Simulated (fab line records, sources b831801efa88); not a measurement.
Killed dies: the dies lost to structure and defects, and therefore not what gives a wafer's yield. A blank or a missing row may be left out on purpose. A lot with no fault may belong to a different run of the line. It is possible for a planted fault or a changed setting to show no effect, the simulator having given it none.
Chamber matching :: flow sfq-line :: SFQ_TRILAYER_I2_CMP_CMP_064 on cmp-02: 4 sister chambers
The step polishes SiO2. 4 wafers are shown with their chamber, then 7 later ones without.

== WAFERS PAIRED WITH THEIR CHAMBERS ==
wafer: L530.6
chamber: 3
motor-current-A (A): 11.2

wafer: L532.2
chamber: 2
motor-current-A (A): 10.5

wafer: L533.3
chamber: 0
motor-current-A (A): 11.7

wafer: L533.5
chamber: 1
motor-current-A (A): 11.3

== WAFERS WITH NO CHAMBER GIVEN ==
wafer: L533.6
motor-current-A (A): 10.1

wafer: L534.4
motor-current-A (A): 11.5

wafer: L534.2
motor-current-A (A): 10.9

wafer: L534.6
motor-current-A (A): 11.5

wafer: L541.3
motor-current-A (A): 11.7

wafer: L542.3
motor-current-A (A): 11.1

wafer: L542.5
motor-current-A (A): 11.3

== CHAMBER TAKEN BY EACH ==
wafer: L533.6
from the rows above: 2
in truth: 2

wafer: L534.4
from the rows above: can't be placed: 0 or 1 or 3
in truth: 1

wafer: L534.2
from the rows above: can't be placed: 3 or 1 or 2
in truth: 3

wafer: L534.6
from the rows above: can't be placed: 0 or 1 or 3
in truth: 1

wafer: L541.3
from the rows above: can't be placed: 0 or 1
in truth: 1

wafer: L542.3
from the rows above: can't be placed: 3 or 1
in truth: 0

wafer: L542.5
from the rows above: can't be placed: 1 or 3 or 0
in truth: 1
Placed correctly: 1 of 7. Unplaceable from these rows: 6, with the true chamber sitting among the candidates in 5. Wrongly placed: 0.
How it was worked out, from the rows above alone: a wafer's distance from a chamber is the root of the sum, over the readings, of the square of ((its reading less the chamber's mean) divided by the reading's scatter). If the next closest chamber is less than 2 further off than the closest, the wafer can't be placed; otherwise it belongs to the closest. For every chamber, the mean is computed from those of its wafers that are shown. The scatter: with one shown wafer a chamber, the root of the mean of the squares of how far each hidden wafer lies from its nearest shown one.
